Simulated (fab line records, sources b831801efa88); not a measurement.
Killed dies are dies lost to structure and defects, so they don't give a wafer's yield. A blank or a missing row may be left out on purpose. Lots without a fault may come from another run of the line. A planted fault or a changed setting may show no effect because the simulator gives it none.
Which tool did it? | flow sky130 | 24 lots, 72 wafers sampled, at 5 steps of a route of 708

WHAT THE GAUGES READ, wafer by wafer
SKY_FIELD_ISO_THK_MEAS_02. Usual: FIELD_ISO_OXIDATION_00_THK 11.92 nm, standard deviation 0.28.
lot  | measured    | on            | FIELD_ISO_OXIDATION_00_THK (nm) | flag
L074 | day 1 12:34 | film_metro-04 | 12.04 11.92 11.93               |
L075 | day 1 16:39 | film_metro-01 | 11.65 11.55 11.77               |
L076 | day 1 21:38 | film_metro-03 | 12.02 12.10 11.87               |
L077 | day 2 03:10 | film_metro-03 | 11.69 11.65 11.73               |
L078 | day 2 08:02 | film_metro-04 | 11.92 12.01 11.99               |
L079 | day 2 12:38 | film_metro-01 | 11.43 11.53 11.32               |
L080 | day 2 20:24 | film_metro-03 | 11.52 11.56 11.55               |
L081 | day 3 00:46 | film_metro-03 | 12.21 12.48 12.33               |
L082 | day 3 04:50 | film_metro-01 | 12.17 12.47 12.44               |
L083 | day 3 09:04 | film_metro-03 | 11.84 11.64 11.62               |
L084 | day 3 14:45 | film_metro-03 | 11.83 11.74 11.60               |
L085 | day 3 18:48 | film_metro-04 | 12.31 12.39 12.42               |
L086 | day 3 23:38 | film_metro-01 | 12.03 12.19 11.94               |
L087 | day 4 04:38 | film_metro-04 | 11.60 11.72 11.73               |
L088 | day 4 09:39 | film_metro-01 | 12.13 11.84 11.96               |
L089 | day 4 15:38 | film_metro-01 | 12.44 12.46 12.29               |
L090 | day 4 19:53 | film_metro-04 | 11.96 12.09 12.17               |
L091 | day 5 00:50 | film_metro-04 | 12.01 11.78 12.06               |
L092 | day 5 05:38 | film_metro-03 | 11.77 11.91 11.82               |
L093 | day 5 12:56 | film_metro-01 | 11.93 11.98 12.07               |
L094 | day 5 19:18 | film_metro-03 | 12.12 12.05 11.97               |
L095 | day 6 05:15 | film_metro-01 | 11.77 11.78 11.58               |
L096 | day 6 05:15 | film_metro-03 | 11.70 11.81 11.79               |
L097 | day 6 12:50 | film_metro-03 | 11.95 12.08 12.20               |

SKY_POLY_GATE_THK_MEAS_04. Usual: POLY_GATE_CVD_03_THK 75.1 nm, standard deviation 0.84.
lot  | measured     | on            | POLY_GATE_CVD_03_THK (nm) | flag
L074 | day 14 20:47 | film_metro-03 | 76.4 75.8 75.8            |
L075 | day 16 05:21 | film_metro-03 | 75.4 75.4 75.4            |
L076 | day 16 00:27 | film_metro-02 | 75.7 75.2 75.5            |
L077 | day 16 16:10 | film_metro-02 | 76.0 75.2 75.4            |
L078 | day 16 10:52 | film_metro-02 | 76.6 76.8 76.4            |
L079 | day 17 06:46 | film_metro-02 | 75.9 75.9 76.2            |
L080 | day 17 08:07 | film_metro-03 | 74.6 74.4 74.4            |
L081 | day 17 14:42 | film_metro-04 | 76.0 75.7 75.9            |
L082 | day 17 23:26 | film_metro-02 | 76.1 75.8 75.9            |
L083 | day 18 09:08 | film_metro-02 | 75.1 74.9 74.6            |
L084 | day 18 14:52 | film_metro-04 | 75.5 75.1 75.4            |
L085 | day 19 06:45 | film_metro-04 | 75.2 76.0 75.5            |
L086 | day 19 12:03 | film_metro-02 | 75.4 75.3 75.6            |
L087 | day 19 15:01 | film_metro-02 | 76.0 76.4 76.2            |
L088 | day 20 03:26 | film_metro-03 | 75.1 75.0 74.9            |
L089 | day 21 17:07 | film_metro-03 | 74.5 74.8 74.2            |
L090 | day 21 15:07 | film_metro-02 | 74.2 73.4 73.7            |
L091 | day 21 21:24 | film_metro-04 | 74.8 74.2 75.2            |
L092 | day 22 10:19 | film_metro-03 | 74.7 73.9 74.3            |
L093 | day 22 05:40 | film_metro-03 | 73.9 74.8 75.2            |
L094 | day 22 08:29 | film_metro-04 | 73.6 73.6 73.4            |
L095 | day 23 03:01 | film_metro-04 | 73.2 74.0 74.4            |
L096 | day 23 00:04 | film_metro-02 | 74.6 74.5 74.4            |
L097 | day 23 19:34 | film_metro-02 | 75.5 74.8 75.1            |

SKY_METAL3_OVL_MEAS_14. Usual: METAL3_OVL -1 nm, standard deviation 4.7.
lot  | measured     | on         | METAL3_OVL (nm) | flag
L074 | day 37 19:28 | overlay-02 | -9 -7 -7        |
L075 | day 39 02:04 | overlay-02 | 10 1 11         |
L076 | day 38 20:16 | overlay-01 | -2 -1 0         |
L077 | day 39 15:58 | overlay-02 | -2 -3 -2        |
L078 | day 39 10:37 | overlay-02 | -1 4 7          |
L079 | day 40 05:52 | overlay-02 | 0 -2 2          |
L080 | day 40 06:13 | overlay-02 | -3 -5 2         |
L081 | day 40 09:28 | overlay-01 | 0 -1 -1         |
L082 | day 40 15:40 | overlay-02 | 6 1 2           |
L083 | day 40 21:07 | overlay-02 | -8 1 -2         |
L084 | day 41 16:34 | overlay-01 | -7 -3 -4        |
L085 | day 41 17:38 | overlay-01 | 6 5 8           |
L086 | day 41 18:04 | overlay-02 | -4 -2 -2        |
L087 | day 41 19:31 | overlay-01 | -2 -3 -3        |
L088 | day 42 04:14 | overlay-01 | 0 0 -4          |
L089 | day 43 11:58 | overlay-01 | -4 -5 -1        |
L090 | day 43 08:07 | overlay-02 | 1 1 -7          |
L091 | day 43 18:38 | overlay-01 | -3 2 1          |
L092 | day 44 01:43 | overlay-02 | 4 -2 0          |
L093 | day 44 00:25 | overlay-02 | -5 1 3          |
L094 | day 44 00:35 | overlay-01 | 0 -3 -1         |
L095 | day 44 13:43 | overlay-02 | -12 -6 -9       |
L096 | day 44 12:46 | overlay-01 | 3 5 2           |
L097 | day 45 02:28 | overlay-02 | 3 -2 3          |

SKY_VIA3_RS_MEAS_22: measures by four-point-probe. Usual: VIA3_W_RS 0.293 ohm/sq, standard deviation 0.0032.
lot  | measured     | on            | VIA3_W_RS (ohm/sq) | flag
L074 | day 38 22:56 | film_metro-03 | 0.292 0.294 0.296  |
L075 | day 40 05:34 | film_metro-04 | 0.292 0.291 0.292  |
L076 | day 39 23:27 | film_metro-04 | 0.299 0.291 0.291  |
L077 | day 40 19:53 | film_metro-03 | 0.293 0.292 0.295  |
L078 | day 40 13:10 | film_metro-02 | 0.289 0.289 0.290  |
L079 | day 41 09:38 | film_metro-04 | 0.298 0.296 0.296  |
L080 | day 41 09:07 | film_metro-04 | 0.293 0.293 0.295  |
L081 | day 41 12:02 | film_metro-02 | 0.287 0.290 0.291  |
L082 | day 41 18:11 | film_metro-04 | 0.295 0.292 0.292  |
L083 | day 41 23:01 | film_metro-03 | 0.296 0.291 0.296  |
L084 | day 42 18:49 | film_metro-02 | 0.290 0.289 0.285  |
L085 | day 42 19:44 | film_metro-03 | 0.293 0.289 0.287  |
L086 | day 42 20:23 | film_metro-02 | 0.291 0.290 0.291  |
L087 | day 42 21:38 | film_metro-02 | 0.298 0.291 0.296  |
L088 | day 43 06:10 | film_metro-02 | 0.290 0.292 0.289  |
L089 | day 44 14:02 | film_metro-02 | 0.290 0.294 0.292  |
L090 | day 44 10:08 | film_metro-02 | 0.293 0.293 0.290  |
L091 | day 44 20:38 | film_metro-04 | 0.293 0.294 0.295  |
L092 | day 45 02:29 | film_metro-03 | 0.294 0.293 0.295  |
L093 | day 45 01:32 | film_metro-03 | 0.303 0.298 0.297  |
L094 | day 45 00:37 | film_metro-03 | 0.294 0.297 0.297  |
L095 | day 45 13:04 | film_metro-02 | 0.296 0.299 0.295  |
L096 | day 45 13:01 | film_metro-04 | 0.290 0.287 0.286  |
L097 | day 46 01:15 | film_metro-04 | 0.293 0.292 0.294  |

WHICH TOOL RAN EACH LOT (tool, then ch and the chambers of the sampled wafers, then the start)
lot  | SKY_METAL1_ETCH_18
L074 | rie_metal-03 ch 0,1, day 32 06:59
L075 | rie_metal-04 ch 0,1, day 33 15:36
L076 | rie_metal-04 ch 0,1, day 33 09:26
L077 | rie_metal-03 ch 0,1, day 34 03:55
L078 | rie_metal-01 ch 0,1, day 33 22:37
L079 | rie_metal-01 ch 0,1, day 34 14:01
L080 | rie_metal-03 ch 0,1, day 34 16:22
L081 | rie_metal-03 ch 1, day 34 21:29
L082 | rie_metal-03 ch 1, day 35 04:03
L083 | rie_metal-03 ch 1, day 35 08:51
L084 | rie_metal-03 ch 0,1, day 36 04:19
L085 | rie_metal-01 ch 0,1, day 36 06:21
L086 | rie_metal-03 ch 0, day 36 07:01
L087 | rie_metal-03 ch 0,1, day 36 09:34
L088 | rie_metal-04 ch 0,1, day 36 20:35
L089 | rie_metal-03 ch 0,1, day 38 04:29
L090 | rie_metal-04 ch 0,1, day 38 03:04
L091 | rie_metal-04 ch 0,1, day 38 10:24
L092 | rie_metal-03 ch 0,1, day 38 19:59
L093 | rie_metal-01 ch 0,1, day 38 17:34
L094 | rie_metal-04 ch 0,1, day 38 18:17
L095 | rie_metal-01 ch 0,1, day 39 09:37
L096 | rie_metal-03 ch 0,1, day 39 07:43
L097 | rie_metal-04 ch 0,1, day 39 22:47
- SKY_METAL1_ETCH_18: etches BARC in N2/H2, stops on SiO2, time 45.9 s, target depth 60 nm.

WHAT THE TOOLS THEMSELVES READ (means of the sampled wafers that have a number; where no wafer has one, the mark that the record gives instead)
SKY_METAL1_ETCH_18. Usual: drypump_motor_current_A 5.8 A, standard deviation 0.4; he_backside_leak_sccm 3.3 sccm, standard deviation 0.32; n2_flow_sccm 100.01 sccm, standard deviation 0.29; oes_product_au 0.854 a.u., standard deviation 0.0049; throttle_valve_pct 13.224 %, standard deviation 0.0081.
lot  | tool         | drypump_motor_current_A (A) | he_backside_leak_sccm (sccm) | n2_flow_sccm (sccm) | oes_product_au (a.u.) | throttle_valve_pct (%) | flag
L074 | rie_metal-03 | 5.7                         | 3.0                          | 100.30              | 0.858                 | 13.221                 |
L075 | rie_metal-04 | 6.0                         | 3.4                          | 100.09              | 0.857                 | 13.236                 |
L076 | rie_metal-04 | 5.6                         | 3.5                          | 100.39              | 0.853                 | 13.226                 |
L077 | rie_metal-03 | 5.9                         | 3.2                          | 100.05              | 0.857                 | 13.222                 |
L078 | rie_metal-01 | 5.7                         | 3.2                          | 100.08              | 0.852                 | 13.221                 |
L079 | rie_metal-01 | 5.7                         | 3.2                          | 99.86               | 0.857                 | 13.233                 |
L080 | rie_metal-03 | 5.9                         | 3.1                          | 100.06              | 0.853                 | 13.222                 |
L081 | rie_metal-03 | 5.6                         | 3.6                          | 99.72               | 0.857                 | 13.225                 |
L082 | rie_metal-03 | 5.6                         | 3.1                          | 100.14              | 0.851                 | 13.222                 |
L083 | rie_metal-03 | 5.7                         | 3.2                          | 99.96               | 0.855                 | 13.227                 |
L084 | rie_metal-03 | 5.9                         | 3.1                          | 99.84               | 0.855                 | 13.219                 |
L085 | rie_metal-01 | 5.6                         | 3.3                          | 99.98               | 0.852                 | 13.231                 |
L086 | rie_metal-03 | 6.0                         | 3.2                          | 100.04              | 0.853                 | 13.226                 |
L087 | rie_metal-03 | 5.9                         | 3.2                          | 99.72               | 0.851                 | 13.227                 |
L088 | rie_metal-04 | 6.0                         | 3.4                          | 100.06              | 0.855                 | 13.224                 |
L089 | rie_metal-03 | 5.9                         | 3.1                          | 99.91               | 0.852                 | 13.221                 |
L090 | rie_metal-04 | 6.0                         | 3.5                          | 99.98               | 0.853                 | 13.229                 |
L091 | rie_metal-04 | 6.0                         | 3.5                          | 99.65               | 0.853                 | 13.228                 |
L092 | rie_metal-03 | 5.9                         | 3.2                          | 99.99               | 0.853                 | 13.230                 |
L093 | rie_metal-01 | 5.7                         | 3.1                          | 100.28              | 0.855                 | 13.227                 |
L094 | rie_metal-04 | 6.0                         | 3.4                          | 99.73               | 0.860                 | 13.222                 |
L095 | rie_metal-01 | 5.7                         | 3.8                          | 99.89               | 0.854                 | 13.221                 |
L096 | rie_metal-03 | 5.9                         | 3.1                          | 99.98               | 0.848                 | 13.221                 |
L097 | rie_metal-04 | 5.6                         | 4.2                          | 100.10              | 0.856                 | 13.223                 |

THE ANSWER, worked out from the rows above alone
Rule: a lot is off if the mean of its wafers that have a number lies more than 3 standard deviations from the usual mean. A lot without any number at a reading at which 4 lots or more have one is off too. The other lots that the step has rows for count as sound. The gauges are gone through in route order, then the tools' own readings, and for those a lot's mean is taken as printed above. The first step at which some lot is off is used, and at that step the reading that is off furthest; a lot without a number counts as furthest.
No lot is off at any reading shown: from this, nothing can be told.

WHAT THE SIMULATOR HAD PUT IN
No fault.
